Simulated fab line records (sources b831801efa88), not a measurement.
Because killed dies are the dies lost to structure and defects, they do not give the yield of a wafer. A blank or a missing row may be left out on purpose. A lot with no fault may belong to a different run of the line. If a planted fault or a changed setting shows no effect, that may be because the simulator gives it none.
Comparing a struck lot with a sound one || flow sky130 || 40 steps out of a route of 708
Sound: the wafers L232.1, L232.4, L232.5. Struck: wafer L233.1 (left out: L233.2, L233.6 of the same lot, which were not struck); the cause appears at the end.
For every step that has rows: the tool of each side, followed by ch and its chambers, followed by its first start. Under that, the readings that differ: sound wafers || struck wafers || difference of the means || sigmas: that difference in standard deviations of wafers without a fault.
alike: readings whose means differ by less than 2 such deviations, and words and numbers that are the same on both sides. not compared: withheld readings, readings that some wafer has no value for, bounds like >300 that may hide the same value, and numbers for which the record gives no deviation and whose values overlap.
A row with sigmas, a row that says differs or no value, or rows on one side alone: a step with any of these is where the two part. Numbers that don't overlap but have no deviation are shown without sigmas and don't part them. A reading missing from all wafers of one side parts the sides only when that side holds two or more wafers.

first, 8 steps without rows for these wafers: SKY_METAL5_HMDS_08 (prime time 60 s); SKY_METAL5_COAT_09 (resist thk 1800 nm); SKY_METAL5_SOFTBAKE_10 (time 60 s); SKY_METAL5_EXPOSE_11 (exposes mask MM5, target cd 1600 nm); SKY_METAL5_PEB_12; SKY_METAL5_DEVELOP_13 (develop time 60 s); SKY_METAL5_DESCUM_14 (chemistry O2, time 11 s); SKY_METAL5_METAL_ETCH_15 (etches the open film in Cl2/BCl3, stops on SiO2, target depth 1260 nm, time 252 s).
SKY_METAL5_STRIP_16: strips in O2/N2.
  sound on plasma-asher-01 ch 0,1, day 44 22:40; struck on plasma-asher-02 ch 0, day 45 05:29
  alike: drypump-motor-current-A, oes-product-au, strip-time-to-endpoint-s
  not compared: rf-hours-counter-h
then, 3 steps without rows for these wafers: SKY_METAL5_STRIP_17 (strips in post etch residue remover, time 1200 s); SKY_METAL5_CLEAN_18 (cleans in IPA, time 180 s); SKY_METAL5_CLEAN_19 (cleans in O3/DIW).
SKY_PASSIVATION_CVD_00: deposits SiO2, target thk 90 nm.
  sound on pecvd-01 ch 1,2, day 44 23:16; struck on pecvd-01 ch 1, day 45 06:05
{"reading": "heater-power-w (W)", "sound": "464 656 463", "struck": 737, "difference": "+209", "sigmas": "+2"}
SKY_PASSIVATION_THK_MEAS_01:
  sound on film-metro-03 at day 44 23:20; struck on film-metro-01 at day 45 06:07
  alike: PASSIVATION_CVD_00_THK
SKY_PASSIVATION_CVD_02: deposits Si3N4, target thk 540 nm.
  sound on pecvd-04 ch 2, day 44 23:24; struck on pecvd-03 ch 1, day 45 06:10
  alike: heater-power-w
SKY_PASSIVATION_THK_MEAS_03:
  sound on film-metro-04 at day 44 23:44; struck on film-metro-04 at day 45 06:23
  alike: PASSIVATION_CVD_02_THK
then, 7 steps without rows for these wafers: SKY_PASSIVATION_DEHYDRATE_04 (time 60 s); SKY_PASSIVATION_HMDS_05 (prime time 60 s); SKY_PASSIVATION_COAT_06 (resist thk 3000 nm); SKY_PASSIVATION_SOFTBAKE_07; SKY_PASSIVATION_EXPOSE_08 (exposes mask NSM, target cd 3000 nm); SKY_PASSIVATION_PEB_09; SKY_PASSIVATION_DEVELOP_10 (develop time 60 s).
SKY_PASSIVATION_ETCH_11: etches the open film in CF4/O2, stops on AlCu, target depth 725 nm, time 161.1 s.
  sound on rie-diel-01 ch 0,3, day 45 20:47; struck on rie-diel-03 ch 2, day 46 03:32
{"reading": "drypump-motor-current-A (A)", "sound": "4.9 5.0 4.9", "struck": 6.0, "difference": "+1.1", "sigmas": "+2"}
  alike: oes-product-au, throttle-valve-pct
  not compared: rf-hours-counter-h
SKY_PASSIVATION_STRIP_12: strips in O2/N2.
  sound on plasma-asher-02 ch 0,1, day 45 20:54; struck on plasma-asher-02 ch 1, day 46 03:39
{"reading": "strip-time-to-endpoint-s (s)", "sound": "31.40 31.33 31.38", "struck": 31.64, "difference": "+0.27", "sigmas": "+2"}
  alike: drypump-motor-current-A, oes-product-au
  not compared: rf-hours-counter-h
then, 8 steps without rows for these wafers: SKY_PAD_OPEN_DEHYDRATE_00 (time 60 s); SKY_PAD_OPEN_HMDS_01 (prime time 60 s); SKY_PAD_OPEN_COAT_02 (resist thk 3000 nm); SKY_PAD_OPEN_SOFTBAKE_03; SKY_PAD_OPEN_EXPOSE_04 (exposes mask PDM, target cd 60000 nm); SKY_PAD_OPEN_PEB_05; SKY_PAD_OPEN_DEVELOP_06 (develop time 60 s); SKY_PAD_OPEN_ETCH_07 (etches the open film in CF4/O2, stops on AlCu, target depth 725 nm, time 161.1 s).
SKY_PAD_OPEN_STRIP_08: strips in O2/N2.
  sound on plasma-asher-04 ch 0, day 46 17:56; struck on plasma-asher-04 ch 0, day 46 23:24
{"reading": "strip-time-to-endpoint-s (s)", "sound": "36.77 36.95 36.88", "struck": 37.11, "difference": "+0.24", "sigmas": "+2"}
  alike: drypump-motor-current-A, oes-product-au
  not compared: rf-hours-counter-h
then, 4 steps without rows for these wafers: SKY_PAD_OPEN_STRIP_09 (strips in post etch residue remover, time 1200 s); SKY_PAD_OPEN_CLEAN_10 (cleans in IPA, time 180 s); SKY_PAD_OPEN_CLEAN_11 (cleans in O3/DIW); SKY_PAD_OPEN_ANNEAL_12.
SKY_PAD_OPEN_BOW_MEAS_13:
  sound on film-metro-01 at day 46 20:03; struck on film-metro-02 at day 47 01:29
{"reading": "PAD_OPEN_BOW (um)", "sound": "38 48 39", "struck": 62, "difference": "+20", "sigmas": "+2"}
SKY_PAD_OPEN_PROBE_99:
  sound on prober-02 at day 46 20:10; struck on prober-01 at day 47 01:37
{"reading": "defect-limited-yield (%)", "sound": "84.8 84.1 83.5", "struck": 76.4, "difference": -7.7, "sigmas": -4}
{"reading": "killed-at-other", "sound": "0 0 1", "struck": 46, "difference": "+46", "sigmas": "+75"}
{"reading": "killed-dies", "sound": "75 78 81", "struck": 116, "difference": "+38", "sigmas": "+4"}
{"reading": "sort_bin_3_pad_short (%)", "sound": "1.2 0.8 1.0", "struck": 3.3, "difference": "+2.3", "sigmas": "+6"}
{"reading": "sort_bin_5_function (%)", "sound": "8.3 8.3 9.6", "struck": 13.6, "difference": "+4.9", "sigmas": "+3"}
{"reading": "sort-n-pass", "sound": "417 414 411", "struck": 376, "difference": -38, "sigmas": -4}
{"reading": "sort-yield-pct (%)", "sound": "84.8 84.1 83.5", "struck": 76.4, "difference": -7.7, "sigmas": -4}
{"reading": "model.etest.tester.sort-n-pass", "sound": "417 414 411", "struck": 376, "difference": -38, "sigmas": ""}
{"reading": "model.etest.tester.sort-yield-pct (%)", "sound": "84.76 84.15 83.54", "struck": 76.42, "difference": -7.73, "sigmas": ""}
{"reading": "model.etest.tester.sort_bin_5_pct (%)", "sound": "8.333 8.333 9.553", "struck": 13.62, "difference": "+4.88", "sigmas": ""}
{"reading": "model.etest.tester.sort_bin_3_pct (%)", "sound": "1.22 0.813 1.016", "struck": 3.252, "difference": "+2.236", "sigmas": ""}
  alike: killed_at_M0_to_M3, killed_at_M4_up, killed-at-contacts, killed-at-front-end, killed-open, killed-short, sort_bin_6_memory

WHERE THEY PART
Earliest at SKY_PASSIVATION_CVD_00; latest, in this record, at SKY_PAD_OPEN_PROBE_99.

WHY: what had been put in by the simulator
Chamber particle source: pecvd-01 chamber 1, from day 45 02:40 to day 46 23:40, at SKY_PASSIVATION_CVD_00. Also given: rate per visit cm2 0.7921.
